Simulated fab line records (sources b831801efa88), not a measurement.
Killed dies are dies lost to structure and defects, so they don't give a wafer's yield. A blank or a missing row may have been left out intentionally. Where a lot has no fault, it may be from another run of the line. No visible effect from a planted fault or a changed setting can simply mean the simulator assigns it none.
One fault through the eyes of 2 desks ; flow sky130 ; only its own numbers are on each desk; what lay behind them is given at the end

DESK OF THE TOOL OWNER: rieSi-02
The tool's own readings at SKY_POLY_GATE_ETCH_17 (etches poly-Si in HBr/Cl2, stops on SiO2, target depth 180 nm, time 70.5 s): means of the sampled wafers that have a number, for each lot that ran on this tool. A lot is out of limits, marked OUT, if its mean lies more than 4 standard deviations from the usual mean; the brackets give that distance.
Columns: A = biasW at SKY_POLY_GATE_ETCH_17, usual 99.99 W; B = drypumpMotorCurrentA at SKY_POLY_GATE_ETCH_17, usual 5.9 A; C = oesProductAu at SKY_POLY_GATE_ETCH_17, usual 0.982 a.u.; D = throttleValvePct at SKY_POLY_GATE_ETCH_17, usual 33.685 %
lot;first seen here;A;B;C;D
L627;day 17 18:57;100.13;6.0;0.973;33.679
L628;day 17 21:42;99.74;6.0;0.977;33.692
L630;day 18 16:10;99.98;5.9;0.976;33.692
L635;day 20 09:06;104.08 (+17) OUT;6.1;0.978;33.688
L636;day 20 20:33;104.31 (+18) OUT;6.0;0.983;33.679
L646;day 24 13:02;99.86;5.7;0.979;33.691
L644;day 24 15:14;99.92;5.7;0.977;33.692
L647;day 24 19:33;99.93;5.6;0.969;33.683
This desk's finding: out of limits on L635, L636; first on L635, day 20 09:06 (biasW at SKY_POLY_GATE_ETCH_17). Within limits: L627, L628, L630, L646, L644, L647.

AT THE METROLOGY DESK
Means of the sampled wafers that have a number, per lot and without regard to the tool the lot ran on: this is what the gauges read. A lot is out of limits, marked OUT, if its mean lies more than 4 standard deviations from the usual mean; the brackets give that distance.
Columns: A = LDD_LDN_TW at SKY_LDD_LDN_TW_MEAS_13, usual 1472
lot;first seen here;A
L624;day 22 13:13;1484
L626;day 23 09:21;1467
L627;day 24 06:03;1483
L628;day 24 14:15;1463
L630;day 25 03:04;1450
L629;day 25 05:04;1486
L631;day 25 11:52;1485
L632;day 25 15:54;1487
L635;day 26 19:13;1454
L636;day 27 07:27;1472
L646;day 30 15:42;1463
L645;day 30 16:01;1470
L644;day 30 18:33;1478
L647;day 30 21:55;1462
This desk's finding: nothing out of limits on any of the 14 lots.

ALL TOGETHER
The tool owner's desk could have raised an alarm at day 20 09:06, on L635, L636.
From the metrology desk's view, nothing was out of limits.
The metrology desk has L635, L636 on record, within its limits.
SKY_POLY_GATE_ETCH_17 was run on rieSi-02 by each of the lots named.

WHAT THE SIMULATOR PUT IN
rieSi-02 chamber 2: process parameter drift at SKY_POLY_GATE_ETCH_17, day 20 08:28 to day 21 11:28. Setting biasW, moved by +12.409, from 100. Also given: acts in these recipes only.
Lots struck among those shown: L635, L636.
Each desk's first reading out of limits, in hours after the fault started: the tool owner's desk, 1.
